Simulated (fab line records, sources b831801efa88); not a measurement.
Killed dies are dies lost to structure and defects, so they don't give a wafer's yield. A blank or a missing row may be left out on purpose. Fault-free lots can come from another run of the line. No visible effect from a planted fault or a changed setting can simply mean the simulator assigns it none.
fab line records    flow sky130
record lots=12  wafers=36  last_day=50
route steps=708 shown VIA3@576 PAD_OPEN@708
lots untouched by any fault: they come from a run of this same line in which no faults occurred
start_h: start of the lot's first displayed wafer, in hours after the record's first day    wait_h: hours from the lot's prior step to this one    " the same as in the row above    L1.1+2: a single row standing in for several wafers    - no value, or no start was given    * or withheld: withheld    < > ~ a bound
route shown NAME@n: names a module that has steps shown in the file, with the first one's number in the route    usual: mean/standard deviation taken from wafers without a fault    same: alike in all rows    chamber/n: place in a boat    sites: the reading at each site    _std_site: standard deviation across them    _edge_site: inner sites' mean taken away from outer sites' mean    radius_mm: how far each site lies from the wafer's centre    mask NAME#n: copy n    behind: the most recent tool/chamber to have shaped the wafer    hold: cause of the lot's hold/its duration in hours/its outcome    device: transistor that didn't switch, given as n, p or np    end of line: tests run on the same wafers once the route is complete    a step with no rows: only its recipe    killed: at the first sort, the dies lost to defects and structure; wafer yield is something else    map: a wafer's dies, x killed, . not, _ none there
set.NAME: the setting that was run; set.NAME@STEP: the one run at that earlier step    model.NAME: the simulator's own value behind a step, which no gauge read
one table for each step of the route and one row for each wafer, over a sample of lots
services: the hour from which a tool's chamber was out of use, counted from the record's first day as start_h (under 0 if before that day), plus the number of hours and why
## steps
# step SKY_VIA3_BOW_MEAS_03
# recipe mode=bow
# usual VIA3_BOW=79/8.6
lot.wafer  tool           chamber  start_h  wait_h  VIA3_BOW[um]
L399.1     film_metro-03  -        922.00   0.2     79
L399.2     "              -        "        "       78
L399.6     "              -        "        "       78
L400.1     film_metro-01  -        936.53   0.2     72
L400.4     "              -        "        "       84
L400.6     "              -        "        "       75
L402.2     film_metro-04  -        940.17   0.2     92
L402.5     "              -        "        "       88
L402.6     "              -        "        "       89
L404.2     film_metro-01  -        971.18   0.2     79
L404.4     "              -        "        "       78
L404.5     "              -        "        "       81
L406.1     film_metro-03  -        971.51   0.1     77
L406.5     "              -        "        "       86
L406.6     "              -        "        "       76
L410.2     film_metro-03  -        993.79   0.3     76
L410.4     "              -        "        "       70
L410.5     "              -        "        "       81
L411.1     film_metro-04  -        994.88   0.2     87
L411.4     "              -        "        "       88
L411.6     "              -        "        "       80
L412.1     film_metro-01  -        1003.61  0.2     72
L412.4     "              -        "        "       82
L412.5     "              -        "        "       83
L415.2     film_metro-04  -        1027.87  0.2     64
L415.3     "              -        "        "       80
L415.6     "              -        "        "       71
L416.3     film_metro-04  -        1035.33  0.3     92
L416.5     "              -        "        "       76
L416.6     "              -        "        "       94
L418.1     film_metro-03  -        1037.61  0.2     77
L418.3     "              -        "        "       77
L418.5     "              -        "        "       77
L419.2     film_metro-04  -        1048.60  0.2     83
L419.3     "              -        "        "       85
L419.5     "              -        "        "       79
# step SKY_VIA3_SOFTBAKE_08
# recipe temp_c=100  time_s=92.15  resist=KrF-thick
# usual plate_sensor_t_centre_C=100.88/0.0084  plate_sensor_t_edge_C=100.95/0.0099
lot.wafer  tool            chamber  start_h  wait_h  plate_sensor_t_centre_C  plate_sensor_t_edge_C
L399.1     litho_track-03  0        -        -       100.9                    100.95
L399.2     "               0        "        "       100.88                   100.94
L399.6     "               0        "        "       100.87                   100.96
L400.1     litho_track-04  0        -        -       100.9                    100.96
L400.4     "               0        "        "       100.89                   100.95
L400.6     "               0        "        "       100.87                   100.96
L402.2     litho_track-02  0        -        -       100.87                   100.94
L402.5     "               0        "        "       100.9                    100.95
L402.6     "               0        "        "       100.9                    100.95
L404.2     litho_track-02  0        -        -       100.88                   100.95
L404.4     "               0        "        "       100.9                    100.97
L404.5     "               0        "        "       100.87                   100.96
L406.1     litho_track-03  0        -        -       100.87                   100.94
L406.5     "               0        "        "       100.9                    100.96
L406.6     "               0        "        "       100.88                   100.95
L410.2     litho_track-04  0        -        -       100.86                   100.96
L410.4     "               0        "        "       100.87                   100.96
L410.5     "               0        "        "       100.88                   100.96
L411.1     litho_track-04  0        -        -       100.89                   100.94
L411.4     "               0        "        "       100.87                   100.96
L411.6     "               0        "        "       100.88                   100.94
L412.1     litho_track-04  0        -        -       100.87                   100.94
L412.4     "               0        "        "       100.89                   100.94
L412.5     "               0        "        "       100.88                   100.95
L415.2     litho_track-02  0        -        -       100.88                   100.93
L415.3     "               0        "        "       100.88                   100.94
L415.6     "               0        "        "       100.89                   100.96
L416.3     litho_track-03  0        -        -       100.89                   100.94
L416.5     "               0        "        "       100.88                   100.94
L416.6     "               0        "        "       100.89                   100.95
L418.1     litho_track-03  0        -        -       100.89                   100.97
L418.3     "               0        "        "       100.9                    100.94
L418.5     "               0        "        "       100.9                    100.95
L419.2     litho_track-02  0        -        -       100.88                   100.95
L419.3     "               0        "        "       100.89                   100.95
L419.5     "               0        "        "       100.87                   100.94
# step SKY_VIA3_ETCH_14
# recipe chemistry=N2/H2  target=BARC  ion_energy_ev=200  source_w=500  bias_w=100  pressure_mtorr=30  n2_flow_sccm=100  h2_flow_sccm=200  stop_on=SiO2  time_s=45.9  target_depth_a=600
# usual bias_w=100.0/0.31  drypump_motor_current_A=5.7/0.46  h2_flow_sccm=200.0/0.7  oes_product_au=0.855/0.005  throttle_valve_pct=13.226/0.0081
lot.wafer  tool         chamber  start_h  wait_h  bias_w  drypump_motor_current_A  h2_flow_sccm  oes_product_au  rf_hours_counter_h  throttle_valve_pct
L399.1     rie_diel-02  3        946.03   0.0     99.5    6.6                      199.5         0.853           2                   13.231
L399.2     "            0        "        "       100.0   5.3                      198.5         0.856           13                  13.210
L399.6     "            1        "        "       100.0   5.8                      200.9         0.854           -                   13.226
L400.1     rie_diel-01  1        960.83   0.0     100.2   6.4                      200.3         0.854           5                   13.223
L400.4     "            3        "        "       100.3   5.5                      200.7         0.856           22                  13.222
L400.6     "            0        "        "       100.4   5.4                      200.3         0.853           -                   13.226
L402.2     rie_diel-03  2        964.32   0.0     99.9    5.9                      200.7         0.859           10                  13.219
L402.5     "            1        "        "       99.7    5.1                      200.4         0.858           -                   13.217
L402.6     "            0        "        "       99.8    5.5                      199.1         0.858           -                   13.223
L404.2     rie_diel-02  1        994.43   0.0     100.2   5.7                      200.1         0.855           18                  13.228
L404.4     "            2        "        "       100.2   5.8                      201.3         0.853           14                  13.222
L404.5     "            3        "        "       100.0   6.6                      201.2         0.850           -                   13.224
L406.1     rie_diel-02  0        995.32   0.0     99.9    5.3                      199.7         0.863           14                  13.229
L406.5     "            0        "        "       100.5   5.3                      199.5         0.864           -                   13.231
L406.6     "            3        "        "       99.9    6.6                      200.4         0.852           -                   13.218
L410.2     rie_diel-02  0        1016.93  0.0     100.4   5.3                      200.3         0.857           15                  13.236
L410.4     "            1        "        "       99.6    5.8                      199.9         0.845           18                  13.220
L410.5     "            3        "        "       100.4   6.6                      200.3         0.854           -                   13.211
L411.1     rie_diel-02  1        1018.37  0.0     99.6    5.8                      201.2         0.849           18                  13.231
L411.4     "            3        "        "       99.8    6.6                      200.1         0.858           5                   13.237
L411.6     "            2        "        "       99.9    5.8                      199.9         0.855           -                   13.194
L412.1     rie_diel-02  2        1025.93  0.0     100.4   5.8                      200.1         0.858           15                  13.223
L412.4     "            0        "        "       100.2   5.3                      200.5         0.851           15                  13.225
L412.5     "            3        "        "       99.7    6.6                      199.8         0.851           -                   13.232
L415.2     rie_diel-03  3        1049.92  0.0     100.4   5.7                      199.4         0.855           14                  13.227
L415.3     "            0        "        "       100.4   5.5                      200.7         0.863           15                  13.232
L415.6     "            0        "        "       100.1   5.5                      200.0         0.853           -                   13.214
L416.3     rie_diel-02  2        1058.12  0.0     115.9   5.9                      199.7         0.857           16                  13.219
L416.5     "            2        "        "       115.4   5.8                      199.4         0.854           -                   13.223
L416.6     "            3        "        "       100.5   6.6                      200.7         0.859           -                   13.232
L418.1     rie_diel-03  1        1059.62  0.0     100.2   5.1                      201.3         0.852           22                  13.220
L418.3     "            2        "        "       99.6    5.9                      199.3         0.859           13                  13.233
L418.5     "            2        "        "       99.9    5.9                      199.5         0.861           -                   13.230
L419.2     rie_diel-02  3        1070.27  0.0     100.3   6.6                      200.7         0.862           7                   13.225
L419.3     "            2        "        "       115.6   5.8                      200.5         0.853           17                  13.234
L419.5     "            0        "        "       99.9    5.4                      199.4         0.856           -                   13.214
# step SKY_VIA3_RS_MEAS_22
# recipe thk_meas_gauge=four-point-probe  reads=W_of_VIA3_CVD_21+TiN_of_VIA3_SPUTTER_20
# usual VIA3_W_RS=0.294/0.0037
lot.wafer  tool           chamber  start_h  wait_h  VIA3_W_RS[ohm/sq]
L399.1     film_metro-03  -        946.91   0.1     0.295
L399.2     "              -        "        "       0.293
L399.6     "              -        "        "       0.297
L400.1     film_metro-03  -        961.71   0.1     0.293
L400.4     "              -        "        "       0.296
L400.6     "              -        "        "       0.297
L402.2     film_metro-04  -        965.23   0.1     0.291
L402.5     "              -        "        "       0.288
L402.6     "              -        "        "       0.293
L404.2     film_metro-04  -        995.33   0.1     0.296
L404.4     "              -        "        "       0.293
L404.5     "              -        "        "       0.295
L406.1     film_metro-04  -        996.19   0.1     0.298
L406.5     "              -        "        "       0.295
L406.6     "              -        "        "       0.297
L410.2     film_metro-01  -        1017.91  0.1     0.299
L410.4     "              -        "        "       0.297
L410.5     "              -        "        "       0.295
L411.1     film_metro-04  -        1019.29  0.1     0.292
L411.4     "              -        "        "       0.291
L411.6     "              -        "        "       0.289
L412.1     film_metro-04  -        1026.85  0.1     0.297
L412.4     "              -        "        "       0.295
L412.5     "              -        "        "       0.299
L415.2     film_metro-04  -        1050.81  0.1     0.291
L415.3     "              -        "        "       0.289
L415.6     "              -        "        "       0.290
L416.3     film_metro-03  -        1059.07  0.1     0.289
L416.5     "              -        "        "       0.295
L416.6     "              -        "        "       0.290
L418.1     film_metro-03  -        1060.50  0.1     0.287
L418.3     "              -        "        "       0.292
L418.5     "              -        "        "       0.292
L419.2     film_metro-01  -        1071.16  0.1     0.299
L419.3     "              -        "        "       0.299
L419.5     "              -        "        "       0.298
# step SKY_PAD_OPEN_PROBE_99
# usual defect_limited_yield=82.2/1.9  killed_at_M0_to_M3=44/6.8  killed_at_M4_up=3.1/1.8  killed_at_contacts=25/5.2  killed_at_front_end=15/4.1  killed_at_other=0.3/0.62  killed_dies=88/9.4  killed_on_rim=17/3.7  killed_open=48/7.1  killed_short=40/6.1  sort_bin_3_pad_short=0.9/0.38  sort_bin_5_function=10.5/1.5  sort_bin_6_memory=6.5/1.2  sort_bin_8_speed=0.5/0.95  sort_n_pass=402/10  sort_yield_pct=81.6/2
# same gross_dies=492  killed_at_back_side=0  sort_bin_4_leakage[%]=0
lot.wafer  tool       chamber  start_h  wait_h  defect_limited_yield[%]  killed_at_M0_to_M3  killed_at_M4_up  killed_at_contacts  killed_at_front_end  killed_at_other  killed_dies  killed_on_rim  killed_open  killed_short  sort_bin_3_pad_short[%]  sort_bin_5_function[%]  sort_bin_6_memory[%]  sort_bin_8_speed[%]  sort_n_pass  sort_yield_pct[%]
L399.1     prober-01  -        1090.38  0.1     84.1                     36                  2                28                  11                   1                78           18             38           40            0.8                      10.6                    4.5                   0.2                  413          83.9
L399.2     prober-01  -        1090.43  0.1     83.3                     38                  5                26                  13                   0                82           12             43           38            0.8                      9.8                     6.1                   0.4                  408          82.9
L399.6     prober-01  -        1090.63  0.2     82.5                     49                  2                24                  11                   0                86           14             55           31            0.6                      11.8                    5.1                   0                    406          82.5
L400.1     prober-02  -        1103.18  0.1     81.1                     49                  0                24                  20                   0                93           14             49           44            1.4                      8.5                     8.9                   1.0                  394          80.1
L400.4     prober-02  -        1103.33  0.2     79.9                     49                  2                31                  16                   1                99           22             61           38            0.2                      12.2                    7.7                   0.8                  389          79.1
L400.6     prober-02  -        1103.43  0.2     82.3                     44                  2                25                  15                   1                87           21             56           30            1.0                      12.0                    4.7                   0.2                  404          82.1
L402.2     prober-02  -        1106.23  0.1     83.5                     46                  3                22                  9                    1                81           19             41           40            0.8                      8.3                     7.3                   0                    411          83.5
L402.5     prober-02  -        1106.38  0.2     84.1                     39                  4                26                  9                    0                78           20             36           42            1.4                      8.1                     6.3                   0.2                  413          83.9
L402.6     prober-02  -        1106.43  0.2     85.4                     34                  8                18                  12                   0                72           12             36           36            0.6                      9.8                     4.3                   0.4                  418          85.0
L404.2     prober-02  -        1130.88  0.1     80.5                     46                  4                29                  17                   0                96           14             51           45            0.8                      12.8                    5.9                   0.6                  393          79.9
L404.4     prober-02  -        1130.98  0.2     81.1                     53                  3                25                  11                   1                93           17             57           36            0.4                      11.8                    6.7                   0.4                  397          80.7
L404.5     prober-02  -        1131.03  0.2     80.9                     45                  3                33                  13                   0                94           21             57           37            1.6                      10.4                    7.1                   0.8                  394          80.1
L406.1     prober-01  -        1132.33  0.1     78.5                     52                  2                30                  22                   0                106          24             57           49            1.0                      12.2                    8.3                   0.6                  383          77.8
L406.5     prober-01  -        1132.53  0.2     80.9                     43                  5                27                  18                   1                94           20             49           45            1.0                      11.2                    6.9                   0                    398          80.9
L406.6     prober-01  -        1132.58  0.2     81.9                     50                  6                21                  12                   0                89           19             47           42            0.6                      11.0                    6.5                   0.2                  402          81.7
L410.2     prober-01  -        1151.68  0.1     83.3                     40                  2                23                  17                   0                82           8              41           41            0.2                      9.1                     7.3                   0                    410          83.3
L410.4     prober-01  -        1151.78  0.2     80.5                     46                  0                36                  13                   1                96           16             52           44            1.0                      11.2                    7.3                   0                    396          80.5
L410.5     prober-01  -        1151.83  0.2     82.1                     37                  4                32                  14                   1                88           19             49           39            1.0                      10.0                    6.9                   0.2                  403          81.9
L411.1     prober-02  -        1152.55  0.1     81.7                     48                  2                26                  14                   0                90           13             54           36            0.4                      12.4                    5.5                   3.9                  383          77.8
L411.4     prober-02  -        1152.70  0.2     80.5                     52                  3                29                  12                   0                96           21             49           47            0.8                      11.0                    7.7                   1.2                  390          79.3
L411.6     prober-02  -        1152.80  0.2     85.8                     35                  2                23                  10                   0                70           8              42           27            0                        9.8                     4.5                   4.7                  399          81.1
L412.1     prober-02  -        1157.98  0.1     82.1                     44                  2                30                  11                   1                88           15             50           37            0.8                      9.6                     7.5                   0.4                  402          81.7
L412.4     prober-02  -        1158.13  0.2     85.6                     40                  2                19                  10                   0                71           16             39           32            1.2                      8.5                     4.7                   0.6                  418          85.0
L412.5     prober-02  -        1158.18  0.2     82.9                     40                  4                23                  16                   1                84           18             44           39            0.6                      10.4                    6.1                   0.6                  405          82.3
L415.2     prober-01  -        1175.95  0.1     86.6                     43                  2                14                  7                    0                66           13             41           25            1.0                      7.9                     4.5                   0.2                  425          86.4
L415.3     prober-01  -        1176.00  0.2     83.5                     45                  0                23                  13                   0                81           16             46           35            0.2                      10.6                    5.7                   0.8                  407          82.7
L415.6     prober-01  -        1176.15  0.2     83.7                     43                  4                20                  13                   0                80           20             45           35            0.8                      10.0                    5.5                   0.2                  411          83.5
L416.3     prober-02  -        1183.43  0.2     80.5                     47                  2                29                  18                   0                96           12             50           46            1.4                      11.4                    6.7                   0                    396          80.5
L416.5     prober-02  -        1183.53  0.2     83.5                     43                  2                29                  7                    0                81           17             47           34            1.0                      9.1                     6.3                   0.4                  409          83.1
L416.6     prober-02  -        1183.58  0.2     81.1                     53                  3                24                  13                   0                93           19             48           45            0.2                      12.0                    6.7                   0.2                  398          80.9
L418.1     prober-01  -        1185.38  0.1     83.1                     44                  4                21                  14                   0                83           16             50           32            0.4                      9.6                     6.9                   0.6                  406          82.5
L418.3     prober-01  -        1185.48  0.2     83.3                     41                  1                17                  23                   0                82           13             47           35            0.8                      9.8                     6.1                   0.6                  407          82.7
L418.5     prober-01  -        1185.58  0.2     81.1                     47                  7                23                  16                   0                93           19             59           34            0.8                      12.8                    5.3                   1.0                  394          80.1
L419.2     prober-01  -        1192.05  0.1     82.5                     36                  2                25                  21                   2                86           18             46           39            0.8                      9.3                     7.3                   0.4                  404          82.1
L419.3     prober-01  -        1192.10  0.2     81.5                     42                  2                26                  18                   3                91           13             52           38            0.8                      11.2                    6.5                   0.2                  400          81.3
L419.5     prober-01  -        1192.20  0.2     83.3                     36                  4                26                  16                   0                82           10             47           35            0.2                      11.2                    5.3                   0.4                  408          82.9
# killed by level:class
L399.1 CONTACT:geometric_particle:open=12 CONTACT:geometric_particle:short=6 VIA1:geometric_particle:open=6 METAL1:geometric_particle:short=5 LI_CONTACT:geometric_particle:open=5 LOCAL_INTERCONNECT:geometric_particle:short=4 VIA1:geometric_particle:short=4 METAL2:geometric_particle:short=4
L399.2 VIA2:geometric_particle:open=9 CONTACT:geometric_particle:open=7 LI_CONTACT:geometric_particle:open=6 VIA1:geometric_particle:open=6 CONTACT:geometric_particle:short=5 METAL1:geometric_particle:short=5 VIA3:geometric_particle:open=5 METAL4:geometric_particle:short=5
L399.6 VIA1:geometric_particle:open=14 CONTACT:geometric_particle:open=12 VIA2:geometric_particle:open=8 VIA3:geometric_particle:open=7 VIA1:geometric_particle:short=6 LI_CONTACT:geometric_particle:open=5 FIELD_ISO:geometric_particle:short=4 LI_CONTACT:geometric_particle:short=4
L400.1 POLY_GATE:geometric_particle:open=9 VIA1:geometric_particle:open=9 CONTACT:geometric_particle:open=9 METAL2:geometric_particle:short=9 LI_CONTACT:geometric_particle:open=6 METAL1:geometric_particle:short=6 CONTACT:geometric_particle:short=5 VIA1:geometric_particle:short=5
L400.4 VIA1:geometric_particle:open=14 CONTACT:geometric_particle:open=13 CONTACT:geometric_particle:short=7 VIA1:geometric_particle:short=7 LI_CONTACT:geometric_particle:open=6 METAL1:geometric_particle:short=6 VIA3:geometric_particle:open=6 VIA2:geometric_particle:open=6
L400.6 VIA1:geometric_particle:open=13 CONTACT:geometric_particle:open=9 LI_CONTACT:geometric_particle:open=8 METAL1:geometric_particle:short=6 VIA1:geometric_particle:short=6 VIA2:geometric_particle:open=6 FIELD_ISO:geometric_particle:open=5 POLY_GATE:geometric_particle:short=5
L402.2 VIA1:geometric_particle:open=10 VIA3:geometric_particle:open=8 CONTACT:geometric_particle:open=7 METAL1:geometric_particle:short=7 METAL2:geometric_particle:short=7 LI_CONTACT:geometric_particle:open=5 POLY_GATE:geometric_particle:open=4 LOCAL_INTERCONNECT:geometric_particle:short=4
L402.5 VIA1:geometric_particle:open=11 LI_CONTACT:geometric_particle:open=9 METAL2:geometric_particle:short=9 VIA2:geometric_particle:open=6 LOCAL_INTERCONNECT:geometric_particle:short=6 CONTACT:geometric_particle:short=6 CONTACT:geometric_particle:open=3 METAL1:geometric_particle:short=3
L402.6 VIA1:geometric_particle:open=9 METAL4:geometric_particle:short=7 CONTACT:geometric_particle:open=6 VIA2:geometric_particle:open=6 LI_CONTACT:geometric_particle:open=5 VIA1:geometric_particle:short=5 FIELD_ISO:geometric_particle:short=4 LI_CONTACT:geometric_particle:short=4
L404.2 VIA1:geometric_particle:open=10 CONTACT:geometric_particle:short=9 CONTACT:geometric_particle:open=7 FIELD_ISO:geometric_particle:open=6 LI_CONTACT:geometric_particle:short=6 METAL1:geometric_particle:short=6 METAL2:geometric_particle:short=6 VIA2:geometric_particle:open=5
L404.4 VIA1:geometric_particle:open=15 CONTACT:geometric_particle:open=12 LI_CONTACT:geometric_particle:open=8 VIA2:geometric_particle:open=8 VIA1:geometric_particle:short=6 METAL2:geometric_particle:short=6 VIA3:geometric_particle:open=5 FIELD_ISO:geometric_particle:short=4
L404.5 VIA1:geometric_particle:open=17 CONTACT:geometric_particle:open=12 LI_CONTACT:geometric_particle:open=9 LOCAL_INTERCONNECT:geometric_particle:short=6 VIA1:geometric_particle:short=6 POLY_GATE:geometric_particle:open=5 VIA2:geometric_particle:open=5 METAL2:geometric_particle:short=3
L406.1 CONTACT:geometric_particle:open=15 VIA1:geometric_particle:open=10 VIA3:geometric_particle:open=10 VIA2:geometric_particle:open=8 FIELD_ISO:geometric_particle:short=7 METAL2:geometric_particle:short=7 CONTACT:geometric_particle:short=6 VIA1:geometric_particle:short=6
L406.5 CONTACT:geometric_particle:open=12 VIA1:geometric_particle:open=12 FIELD_ISO:geometric_particle:short=8 METAL1:geometric_particle:short=7 VIA3:geometric_particle:open=7 LOCAL_INTERCONNECT:geometric_particle:short=5 CONTACT:geometric_particle:short=5 POLY_GATE:geometric_particle:open=4
L406.6 VIA1:geometric_particle:open=12 CONTACT:geometric_particle:open=7 METAL2:geometric_particle:short=7 VIA3:geometric_particle:open=6 LI_CONTACT:geometric_particle:open=5 VIA1:geometric_particle:short=5 METAL3:geometric_particle:short=5 METAL4:geometric_particle:short=5
L410.2 CONTACT:geometric_particle:open=12 METAL2:geometric_particle:short=9 LI_CONTACT:geometric_particle:open=7 METAL1:geometric_particle:short=7 VIA3:geometric_particle:short=6 FIELD_ISO:geometric_particle:short=5 POLY_GATE:geometric_particle:open=5 VIA1:geometric_particle:short=5
L410.4 CONTACT:geometric_particle:open=18 VIA1:geometric_particle:short=10 LI_CONTACT:geometric_particle:open=6 CONTACT:geometric_particle:short=6 VIA1:geometric_particle:open=6 METAL1:geometric_particle:short=6 VIA2:geometric_particle:open=6 LOCAL_INTERCONNECT:geometric_particle:short=5
L410.5 CONTACT:geometric_particle:open=10 VIA1:geometric_particle:open=8 CONTACT:geometric_particle:short=7 LI_CONTACT:geometric_particle:open=6 LOCAL_INTERCONNECT:geometric_particle:short=6 METAL1:geometric_particle:short=6 VIA3:geometric_particle:open=6 POLY_GATE:geometric_particle:open=4
L411.1 VIA1:geometric_particle:open=15 CONTACT:geometric_particle:open=10 LI_CONTACT:geometric_particle:open=8 METAL1:geometric_particle:short=7 VIA3:geometric_particle:open=7 CONTACT:geometric_particle:short=5 FIELD_ISO:geometric_particle:short=4 METAL2:geometric_particle:short=4
L411.4 CONTACT:geometric_particle:short=11 CONTACT:geometric_particle:open=10 VIA1:geometric_particle:open=10 VIA2:geometric_particle:open=10 METAL2:geometric_particle:short=6 FIELD_ISO:geometric_particle:short=5 LI_CONTACT:geometric_particle:open=5 VIA2:geometric_particle:short=5
L411.6 VIA1:geometric_particle:open=10 FIELD_ISO:geometric_particle:open=7 VIA2:geometric_particle:open=6 LI_CONTACT:geometric_particle:open=5 CONTACT:geometric_particle:open=5 LOCAL_INTERCONNECT:geometric_particle:short=4 CONTACT:geometric_particle:short=4 VIA3:geometric_particle:short=4
L412.1 LI_CONTACT:geometric_particle:open=12 VIA1:geometric_particle:open=9 CONTACT:geometric_particle:open=8 METAL1:geometric_particle:short=8 CONTACT:geometric_particle:short=6 VIA3:geometric_particle:open=6 VIA2:geometric_particle:short=5 VIA2:geometric_particle:open=5
L412.4 VIA3:geometric_particle:open=8 VIA1:geometric_particle:open=7 LOCAL_INTERCONNECT:geometric_particle:short=6 CONTACT:geometric_particle:open=6 METAL1:geometric_particle:short=6 VIA2:geometric_particle:open=6 FIELD_ISO:geometric_particle:open=4 LI_CONTACT:geometric_particle:open=4
L412.5 CONTACT:geometric_particle:open=10 VIA1:geometric_particle:open=9 METAL2:geometric_particle:short=8 POLY_GATE:geometric_particle:short=7 LI_CONTACT:geometric_particle:open=7 VIA3:geometric_particle:open=6 POLY_GATE:geometric_particle:open=4 LOCAL_INTERCONNECT:geometric_particle:short=4
L415.2 VIA1:geometric_particle:open=10 CONTACT:geometric_particle:open=8 VIA2:geometric_particle:open=8 VIA1:geometric_particle:short=7 LI_CONTACT:geometric_particle:open=5 METAL1:geometric_particle:short=5 METAL2:geometric_particle:short=5 VIA3:geometric_particle:open=4
L415.3 VIA1:geometric_particle:open=15 CONTACT:geometric_particle:open=13 METAL1:geometric_particle:short=6 METAL2:geometric_particle:short=6 VIA1:geometric_particle:short=4 FIELD_ISO:geometric_particle:open=3 LI_CONTACT:geometric_particle:open=3 CONTACT:geometric_particle:short=3
L415.6 VIA1:geometric_particle:open=12 CONTACT:geometric_particle:open=7 LI_CONTACT:geometric_particle:open=6 METAL2:geometric_particle:short=6 CONTACT:geometric_particle:short=5 METAL1:geometric_particle:short=5 METAL4:geometric_particle:short=4 VIA2:geometric_particle:open=4
L416.3 LI_CONTACT:geometric_particle:open=10 VIA1:geometric_particle:open=10 VIA2:geometric_particle:open=10 CONTACT:geometric_particle:open=5 FIELD_ISO:geometric_particle:open=5 POLY_GATE:geometric_particle:short=5 LI_CONTACT:geometric_particle:short=5 LOCAL_INTERCONNECT:geometric_particle:short=5
L416.5 VIA1:geometric_particle:open=14 LI_CONTACT:geometric_particle:open=9 CONTACT:geometric_particle:open=8 LOCAL_INTERCONNECT:geometric_particle:short=5 METAL3:geometric_particle:short=5 METAL1:geometric_particle:short=4 VIA3:geometric_particle:open=4 LI_CONTACT:geometric_particle:short=3
L416.6 VIA1:geometric_particle:open=14 VIA1:geometric_particle:short=11 CONTACT:geometric_particle:open=8 LI_CONTACT:geometric_particle:open=7 VIA2:geometric_particle:short=7 FIELD_ISO:geometric_particle:short=5 VIA3:geometric_particle:open=5 POLY_GATE:geometric_particle:open=4
L418.1 VIA1:geometric_particle:open=12 VIA2:geometric_particle:open=8 CONTACT:geometric_particle:open=7 FIELD_ISO:geometric_particle:short=5 LI_CONTACT:geometric_particle:open=5 LOCAL_INTERCONNECT:geometric_particle:short=5 VIA3:geometric_particle:open=5 METAL1:geometric_particle:short=4
L418.3 VIA1:geometric_particle:open=8 FIELD_ISO:geometric_particle:short=7 POLY_GATE:geometric_particle:open=7 METAL2:geometric_particle:short=7 VIA3:geometric_particle:open=7 LI_CONTACT:geometric_particle:open=6 VIA2:geometric_particle:open=6 CONTACT:geometric_particle:open=5
L418.5 VIA1:geometric_particle:open=13 VIA2:geometric_particle:open=11 LI_CONTACT:geometric_particle:open=7 CONTACT:geometric_particle:short=6 VIA3:geometric_particle:open=6 FIELD_ISO:geometric_particle:short=5 CONTACT:geometric_particle:open=5 METAL2:geometric_particle:short=5
L419.2 CONTACT:geometric_particle:open=12 VIA1:geometric_particle:open=8 FIELD_ISO:geometric_particle:short=6 FIELD_ISO:geometric_particle:open=6 VIA2:geometric_particle:open=6 METAL2:geometric_particle:short=5 POLY_GATE:geometric_particle:open=4 LOCAL_INTERCONNECT:geometric_particle:short=4
L419.3 VIA1:geometric_particle:open=10 FIELD_ISO:geometric_particle:open=9 CONTACT:geometric_particle:open=9 VIA2:geometric_particle:open=6 VIA3:geometric_particle:open=6 VIA3:geometric_particle:short=6 LI_CONTACT:geometric_particle:open=5 LOCAL_INTERCONNECT:geometric_particle:short=5
L419.5 VIA1:geometric_particle:open=9 CONTACT:geometric_particle:open=8 VIA2:geometric_particle:open=7 VIA1:geometric_particle:short=6 POLY_GATE:geometric_particle:open=5 LI_CONTACT:geometric_particle:open=5 LOCAL_INTERCONNECT:geometric_particle:short=5 POLY_GATE:geometric_particle:short=4
## services
tool            chamber  start_h  hours  kind
rie_diel-02     2        943.11   6.7    repair
litho_track-02  -        944.16   -      consumable_replace:filter
rie_diel-01     -        963.33   0.1    repair
rie_diel-03     -        972.64   0.8    repair
rie_diel-01     -        981.07   14.6   pm
rie_diel-02     -        1021.38  0.2    repair
rie_diel-03     -        1056.03  1.4    repair
## key
first_sign step=SKY_VIA3_ETCH_14  reading=bias_w  direction=up  sigmas=51  usual=100.0  struck=115.7
effect none on later readings
met_at SKY_VIA3_ETCH_14
struck_lots L416,L419
struck_wafers L416.3,L416.5,L419.3
not_acting_at SKY_VIA3_BOW_MEAS_03,SKY_VIA3_SOFTBAKE_08,SKY_VIA3_RS_MEAS_22
onset_between 1025.93 1058.12
fault kind=process_parameter_drift  tool=rie_diel-02  chamber=2  onset_h=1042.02  steps=SKY_VIA3_ETCH_14  channel=bias_w  offset=15.695  shape=step  end_h=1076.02  acts_in=these_recipes_only  stated=100
